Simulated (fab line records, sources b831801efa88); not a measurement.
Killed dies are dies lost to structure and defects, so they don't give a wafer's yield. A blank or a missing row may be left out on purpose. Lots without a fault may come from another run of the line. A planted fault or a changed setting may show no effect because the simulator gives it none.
Problem report in the 8D (eight disciplines) form, filled by code | flow sky130 | the parts of the form that need people (team, actions taken, sign-off) are left out

1. THE PROBLEM
prime_temp_c at SKY_LDD_P_HMDS_01 reads a mean of 117.80 C on 6 wafers of 2 lots; wafers without a fault read 119.98 C with a standard deviation of 0.13. That is -17 standard deviations from the usual mean.
The step: prime time 60 s.
First seen on wafer L648.1, day 23 06:14, on litho_track-04. The record holds 39 wafers of 13 lots with a number at this step. Rule for "out", or "out of limits": more than 4 standard deviations from the usual mean. The other wafers with a number count as sound.

2. WHAT IT IS AND WHAT IT IS NOT
question                    | is                     | is not
which readings at this step | prime_temp_c           | -
which lots                  | L648, L650             | L636, L637, L639, L640, L641, L643, L644, L646, L647, L656, L658
which wafers of those lots  | all that have a number | -
read on which tools         | litho_track-04         | litho_track-01, litho_track-03
when                        | from day 23 06:14      | up to then (24 sound wafers); but 9 sound wafers of L647, L656, L658 came after

3. SUSPECTS, AND WHAT RULES EACH OUT
Counting: a tool at a process step up to the reading stays a suspect if it ran every lot that is out and no sound lot after the first of them.
- litho_track-04 at SKY_LDD_P_HMDS_01 (prime time 60 s): kept. It ran every lot that is out, first L648 (day 23 06:14), and no sound lot after that; its last sound lot up to then is L644 (day 22 01:10). Its own readings are out on those wafers: prime_temp_c.
Left after counting: litho_track-04 at SKY_LDD_P_HMDS_01.

4. THE CAUSE (what the simulator had put in)
Process parameter drift: litho_track-04, from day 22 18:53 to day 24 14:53, at SKY_LDD_P_HMDS_01. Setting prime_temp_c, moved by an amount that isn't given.
Counting left only this tool.

5. THE CHAIN OF EFFECTS, in route order
Each row: a reading whose mean over the struck wafers that have a number lies more than 3 standard deviations from the usual. Only readings for which the record gives a usual standard deviation are gone through. hours: the time from each lot's start at the first step in this table that gives one to its start at this step, as a median over the lots. sigmas: the change in usual standard deviations.
hours | step              | reading      | usual    | on struck wafers | change | sigmas
0     | SKY_LDD_P_HMDS_01 | prime_temp_c | 119.98 C | 117.80           | -2.19  | -17
The process steps in it:
- SKY_LDD_P_HMDS_01: prime time 60 s.
Later measuring or inspecting steps at which every struck wafer that the step has a row for has a number for every such reading, and none has moved that far: SKY_LDD_HVN_OVL_MEAS_07.

6. WHAT WOULD HAVE CAUGHT IT SOONER
In this record the first reading out of limits was taken at day 23 06:14, 11 hours after the fault began at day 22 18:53.
